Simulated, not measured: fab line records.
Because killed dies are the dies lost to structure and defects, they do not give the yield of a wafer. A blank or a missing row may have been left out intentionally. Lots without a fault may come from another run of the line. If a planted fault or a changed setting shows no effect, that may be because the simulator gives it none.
2 desks, one fault | flow gf180mcu | each desk has only its own numbers; what lay behind them comes last

## FOR THE TOOL OWNER'S DESK: rieMetal-02
The tool's own readings at GF_M5_METAL_ETCH_10 (etches the open film in Cl2/BCl3, stops on SiO2, target depth 750.8 nm, time 125.1 s): means of the sampled wafers that have a number, for each lot that ran on this tool. Any lot whose mean is over 4 standard deviations away from the usual mean is out of limits and marked OUT; that distance is given in the brackets.
Columns: A = biasW at GF_M5_METAL_ETCH_10, usual 140.1 W; B = chamberPressureMTorr at GF_M5_METAL_ETCH_10, usual 8.000 mTorr; C = drypumpMotorCurrentA at GF_M5_METAL_ETCH_10, usual 5.9 A; D = oesProductAu at GF_M5_METAL_ETCH_10, usual 0.991 a.u.; E = throttleValvePct at GF_M5_METAL_ETCH_10, usual 28.230 %
lot  | first seen here | A               | B     | C   | D     | E
L276 | day 26 08:17    | 140.3           | 8.006 | 5.5 | 0.999 | 28.220
L277 | day 27 03:15    | 140.5           | 7.989 | 5.8 | 0.995 | 28.222
L280 | day 27 18:44    | 140.5           | 8.005 | 6.5 | 0.991 | 28.234
L285 | day 29 16:17    | 157.2 (+39) OUT | 7.996 | 5.8 | 0.998 | 28.221
L290 | day 31 03:14    | 157.3 (+39) OUT | 8.000 | 5.5 | 0.997 | 28.221
This desk finds L285, L290 out of limits, L285 being first, at day 29 16:17 (biasW at GF_M5_METAL_ETCH_10). Within limits: L276, L277, L280.

## THE METROLOGY DESK
What the gauges read, lot by lot, whatever tool the lot ran on: means of the sampled wafers that have a number. Any lot whose mean is over 4 standard deviations away from the usual mean is out of limits and marked OUT; that distance is given in the brackets.
Columns: A = MIM_ALCU_RS at GF_MIM_RS_MEAS_10, usual 0.1606 ohm/sq; B = M5_OVL at GF_M5_OVL_MEAS_08, usual 4 nm
lot  | first seen here | A      | B
L276 | day 24 12:57    | 0.1620 | -4
L277 | day 25 08:49    | 0.1631 | 1
L278 | day 25 11:37    | 0.1604 | 2
L280 | day 26 01:51    | 0.1607 | 8
L282 | day 27 01:49    | 0.1585 | 10
L285 | day 28 00:50    | 0.1599 | -5
L288 | day 28 20:55    | 0.1611 | -8
L290 | day 29 14:41    | 0.1587 | 5
L292 | day 29 23:44    | 0.1607 | 10
L293 | day 30 10:20    | 0.1620 | 3
L296 | day 30 22:53    | 0.1642 | 8
L298 | day 31 14:00    | 0.1592 | 1
Finding of this desk: none of the 12 lots has anything out of limits.

## BROUGHT TOGETHER
An alarm could have come from the tool owner's desk at day 29 16:17, on L285, L290.
The metrology desk saw nothing out of limits.
The metrology desk holds a record of L285, L290, inside its limits.
Every lot named ran GF_M5_METAL_ETCH_10 on rieMetal-02.

## WHAT THE SIMULATOR PUT IN
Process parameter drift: rieMetal-02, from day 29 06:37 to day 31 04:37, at GF_M5_METAL_ETCH_10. Setting biasW shifted by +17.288 from 140. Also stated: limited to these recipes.
Struck lots among those shown: L285, L290.
How many hours passed from the start of the fault until each desk's first out-of-limits reading: the tool owner's desk, 10.
